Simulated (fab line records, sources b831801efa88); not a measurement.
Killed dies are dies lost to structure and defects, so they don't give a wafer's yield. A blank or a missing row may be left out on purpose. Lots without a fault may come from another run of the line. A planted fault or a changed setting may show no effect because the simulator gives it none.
fab line records | flow gf180mcu
record lots=14 wafers=42 last_day=36
route steps=602 shown HV_LDD@192 CONTACT@312 M1@321 M2@362
lots that met no fault: from a run of the same line without faults
start_h: hours from the record's first day to the start of the lot's first wafer shown | wait_h: hours since the lot's step before | " the same as in the row above | L1.1+2: a row that stands for several wafers | - no value, or no start given | * or withheld: withheld | < > ~ a bound
route shown NAME@n: a module of which the file shows steps, and the number in the route of the first | usual: mean/standard deviation of fault-free wafers | same: alike in all rows | chamber/n: place in a boat | sites: the reading at each site | _std_site: their standard deviation | _edge_site: outer sites' mean less inner sites' | radius_mm: how far each site lies from the wafer's centre | mask NAME#n: copy n | behind: the tool/chamber that last shaped the wafer | hold: why the lot was held/for how many hours/how that ended | device: the transistor (n, p or np) that didn't switch | end of line: the same wafers' tests at the end of the route | a step without rows: its recipe alone | killed: dies lost to structure and defects at the first sort, not the wafer's yield | map: a wafer's dies, x killed, . not, _ none there
set.NAME: the setting as run; set.NAME@STEP: as run at that earlier step | model.NAME: the simulator's own value behind a step, which no gauge read
steps of the route over a sample of lots; a table a step, a row a wafer
services: from which hour (start_h, from the record's first day; less than 0 if before it) a tool's chamber was out of use, for how many hours, and why
## steps
# step GF_HV_LDD_EXPOSE_16
# recipe mask_id=Pplus_LV_AREA target_cd_nm=400 na=0.6 source_shape=conventional sigma_outer=0.6 dose_mj=140
# columns lot.wafer tool chamber start_h wait_h mask
L822.2+5+6 iline_stepper-01 0 254.78 - Pplus_LV_AREA#0
L823.3+5+6 iline_stepper-02 0 268.03 - Pplus_LV_AREA#0
L824.1+4+6 iline_stepper-01 0 272.69 - Pplus_LV_AREA#0
L827.1+2+6 iline_stepper-02 0 296.56 - Pplus_LV_AREA#0
L828.2+3+4 iline_stepper-02 0 302.14 - Pplus_LV_AREA#0
L829.1+4+6 iline_stepper-02 0 306.62 - Pplus_LV_AREA#0
L830.2+4+6 iline_stepper-02 0 319.49 - Pplus_LV_AREA#0
L835.2+3+4 iline_stepper-01 0 352.36 - Pplus_LV_AREA#0
L837.2+4+6 iline_stepper-01 0 368.16 - Pplus_LV_AREA#0
L838.3+5+6 iline_stepper-02 0 375.23 - Pplus_LV_AREA#0
L839.1+3+4 iline_stepper-01 0 388.14 - Pplus_LV_AREA#0
L840.4+5+6 iline_stepper-02 0 389.60 - Pplus_LV_AREA#0
L842.1+3+4 iline_stepper-02 0 403.21 - Pplus_LV_AREA#0
L845.3+4+5 iline_stepper-02 0 425.73 - Pplus_LV_AREA#0
# step GF_HV_LDD_OVL_MEAS_20
# usual HV_LDD_01_OVL=-0.8/1.4
# columns lot.wafer tool chamber start_h wait_h HV_LDD_01_OVL[nm]
L822.2 overlay-02 - 265.40 0.1 -0.1
L822.5 " - " " -0.8
L822.6 " - " " 0.6
L823.3 overlay-02 - 278.64 0.1 0.2
L823.5 " - " " -0.4
L823.6 " - " " -1.9
L824.1 overlay-01 - 283.68 0.1 1.8
L824.4 " - " " 0.6
L824.6 " - " " 0.7
L827.1 overlay-01 - 307.38 0.1 -1.3
L827.2 " - " " -1.3
L827.6 " - " " -2.7
L828.2 overlay-01 - 312.29 0.1 -1.5
L828.3 " - " " -0.4
L828.4 " - " " -0.9
L829.1 overlay-01 - 316.99 0.1 -1.2
L829.4 " - " " -0.8
L829.6 " - " " -0.5
L830.2 overlay-02 - 330.49 0.1 0.9
L830.4 " - " " 0.5
L830.6 " - " " -0.4
L835.2 overlay-02 - 363.54 0.1 -0.5
L835.3 " - " " 0.6
L835.4 " - " " -0.5
L837.2 overlay-02 - 379.79 0.1 42.4
L837.4 " - " " 40.5
L837.6 " - " " 41.5
L838.3 overlay-02 - 386.74 0.1 -4.0
L838.5 " - " " -1.6
L838.6 " - " " -2.0
L839.1 overlay-01 - 399.89 0.1 41.7
L839.3 " - " " 41.6
L839.4 " - " " 42.3
L840.4 overlay-02 - 401.20 0.1 -2.9
L840.5 " - " " -2.2
L840.6 " - " " -4.1
L842.1 overlay-01 - 415.54 0.1 -3.8
L842.3 " - " " -2.1
L842.4 " - " " -2.0
L845.3 overlay-01 - 437.69 0.1 -0.4
L845.4 " - " " -2.4
L845.5 " - " " -0.2
# step GF_CONTACT_RS_MEAS_25
# recipe thk_meas_gauge=four-point-probe reads=W_of_CONTACT_CVD_24+TiN_of_CONTACT_SPUTTER_23+Ti_of_CONTACT_SPUTTER_22
# usual CONTACT_W_RS=0.382/0.0048
# columns lot.wafer tool chamber start_h wait_h CONTACT_W_RS[ohm/sq]
L822.2 film_metro-04 - 407.86 0.1 0.388
L822.5 " - " " 0.381
L822.6 " - " " 0.384
L823.3 film_metro-04 - 420.98 0.1 0.381
L823.5 " - " " 0.380
L823.6 " - " " 0.387
L824.1 film_metro-03 - 427.55 0.1 0.382
L824.4 " - " " 0.377
L824.6 " - " " 0.377
L827.1 film_metro-02 - 454.48 0.1 0.380
L827.2 " - " " 0.388
L827.6 " - " " 0.378
L828.2 film_metro-04 - 459.42 0.1 0.378
L828.3 " - " " 0.383
L828.4 " - " " 0.380
L829.1 film_metro-03 - 466.49 0.1 0.381
L829.4 " - " " 0.381
L829.6 " - " " 0.376
L830.2 film_metro-03 - 482.05 0.1 0.378
L830.4 " - " " 0.381
L830.6 " - " " 0.377
L835.2 film_metro-03 - 519.31 0.1 0.387
L835.3 " - " " 0.384
L835.4 " - " " 0.391
L837.2 film_metro-04 - 535.55 0.1 0.387
L837.4 " - " " 0.379
L837.6 " - " " 0.380
L838.3 film_metro-04 - 541.79 0.1 0.383
L838.5 " - " " 0.390
L838.6 " - " " 0.386
L839.1 film_metro-03 - 554.63 0.1 0.384
L839.3 " - " " 0.384
L839.4 " - " " 0.374
L840.4 film_metro-03 - 556.10 0.1 0.378
L840.5 " - " " 0.390
L840.6 " - " " 0.381
L842.1 film_metro-02 - 569.68 0.1 0.377
L842.3 " - " " 0.376
L842.4 " - " " 0.384
L845.3 film_metro-02 - 591.57 0.1 0.379
L845.4 " - " " 0.379
L845.5 " - " " 0.379
# step GF_M1_THK_MEAS_06
# recipe thk_meas_gauge=xrf reads=AlCu_of_M1_SPUTTER_02
# usual M1_ALCU_THK=449/5.2
# columns lot.wafer tool chamber start_h wait_h M1_ALCU_THK[nm]
L822.2 film_metro-03 - 408.67 0.1 450
L822.5 " - " " 446
L822.6 " - " " 443
L823.3 film_metro-04 - 421.80 0.1 443
L823.5 " - " " 446
L823.6 " - " " 445
L824.1 film_metro-04 - 428.39 0.1 446
L824.4 " - " " 446
L824.6 " - " " 447
L827.1 film_metro-03 - 455.30 0.1 448
L827.2 " - " " 451
L827.6 " - " " 443
L828.2 film_metro-03 - 460.23 0.1 454
L828.3 " - " " 450
L828.4 " - " " 457
L829.1 film_metro-04 - 467.32 0.1 447
L829.4 " - " " 448
L829.6 " - " " 446
L830.2 film_metro-04 - 482.87 0.1 445
L830.4 " - " " 445
L830.6 " - " " 442
L835.2 film_metro-04 - 520.12 0.1 450
L835.3 " - " " 452
L835.4 " - " " 449
L837.2 film_metro-04 - 536.36 0.1 439
L837.4 " - " " 447
L837.6 " - " " 442
L838.3 film_metro-03 - 542.60 0.1 443
L838.5 " - " " 447
L838.6 " - " " 449
L839.1 film_metro-01 - 555.45 0.1 450
L839.3 " - " " 445
L839.4 " - " " 454
L840.4 film_metro-01 - 556.89 0.1 450
L840.5 " - " " 457
L840.6 " - " " 447
L842.1 film_metro-03 - 570.50 0.1 454
L842.3 " - " " 457
L842.4 " - " " 457
L845.3 film_metro-01 - 592.38 0.1 454
L845.4 " - " " 451
L845.5 " - " " 450
# step GF_M2_SPUTTER_00
# recipe material=Ti target_thk_nm=37.5 arriving_ion_energy_ev=80 substrate_temp_c=200 chamber_pressure_pa=2 power_w=4000 time_s=150
# usual throttle_valve_pct=30.2/1.2
# same time_s=150
# columns lot.wafer tool chamber start_h wait_h throttle_valve_pct
L822.2 pvd_sputter-04 - 460.19 0.1 30.7
L822.5 " - " " 30.4
L822.6 " - " " 30.2
L823.3 pvd_sputter-02 - 474.28 0.2 31.3
L823.5 " - " " 31.8
L823.6 " - " " 27.4
L824.1 pvd_sputter-02 - 482.07 0.1 31.4
L824.4 " - " " 27.8
L824.6 " - " " 31.0
L827.1 pvd_sputter-03 - 508.46 0.2 28.8
L827.2 " - " " 30.9
L827.6 " - " " 30.7
L828.2 pvd_sputter-02 - 513.63 0.1 31.9
L828.3 " - " " 27.8
L828.4 " - " " 31.2
L829.1 pvd_sputter-03 - 520.33 0.2 30.7
L829.4 " - " " 30.9
L829.6 " - " " 30.0
L830.2 pvd_sputter-02 - 535.23 0.1 31.4
L830.4 " - " " 29.2
L830.6 " - " " 31.2
L835.2 pvd_sputter-02 - 570.51 0.1 27.9
L835.3 " - " " 31.9
L835.4 " - " " 29.5
L837.2 pvd_sputter-02 - 586.38 0.2 32.1
L837.4 " - " " 29.4
L837.6 " - " " 32.2
L838.3 pvd_sputter-04 - 591.70 0.1 30.7
L838.5 " - " " 30.4
L838.6 " - " " 31.1
L839.1 pvd_sputter-03 - 603.25 0.2 30.5
L839.3 " - " " 28.8
L839.4 " - " " 30.9
L840.4 pvd_sputter-02 - 606.47 0.1 29.7
L840.5 " - " " 29.7
L840.6 " - " " 31.4
L842.1 pvd_sputter-03 - 616.99 0.1 30.8
L842.3 " - " " 30.6
L842.4 " - " " 29.6
L845.3 pvd_sputter-03 - 640.11 0.1 30.6
L845.4 " - " " 30.9
L845.5 " - " " 29.8
## services
# columns tool chamber start_h hours kind
pvd_sputter-03 - 244.98 1.8 repair
pvd_sputter-03 - 253.70 0.6 repair
pvd_sputter-04 - 270.49 3.4 repair
iline_stepper-01 - 306.38 1.7 pm
pvd_sputter-04 - 307.67 1.2 repair
iline_stepper-01 - 318.32 2.1 pm
pvd_sputter-04 - 324.33 7.5 repair
iline_stepper-02 - 348.12 1.0 repair
pvd_sputter-03 - 356.54 2.6 repair
iline_stepper-02 - 421.29 1.7 pm
iline_stepper-02 0 423.27 - calibration
iline_stepper-02 - 431.80 0.7 repair
iline_stepper-02 - 440.50 1.7 repair
pvd_sputter-03 - 451.92 1.3 repair
iline_stepper-02 - 455.73 7.2 repair
iline_stepper-01 - 465.19 0.8 pm
pvd_sputter-02 - 515.81 3.5 repair
iline_stepper-01 - 524.61 1.7 pm
pvd_sputter-02 2 581.52 - consumable_replace:kit
pvd_sputter-02 2 581.52 18.0 scheduled_down
iline_stepper-02 - 617.03 2.1 pm
iline_stepper-02 - 619.11 - consumable_replace:lamp
iline_stepper-02 0 631.25 - calibration
iline_stepper-02 - 639.47 1.7 pm
## key
first_sign step=GF_HV_LDD_OVL_MEAS_20 reading=HV_LDD_01_OVL direction=up sigmas=31 usual=-0.8 struck=41.7
effect none on later readings
met_at GF_HV_LDD_EXPOSE_16
struck_lots L837,L839
tester_left_out L837,L839
not_acting_at GF_CONTACT_RS_MEAS_25,GF_M1_THK_MEAS_06,GF_M2_SPUTTER_00
onset_between 352.36 368.16
fault kind=scanner_matching_overlay tool=iline_stepper-01 chamber=- onset_h=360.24 steps=GF_HV_LDD_EXPOSE_16 offset=41.018
# tester_left_out: of these lots the tester's yield and bins aren't shown, on N5 and GAA mostly nor the transistor test; their killed dies are dies lost to structure and defects alone, not to doping, threshold or leakage, so they don't give the yield
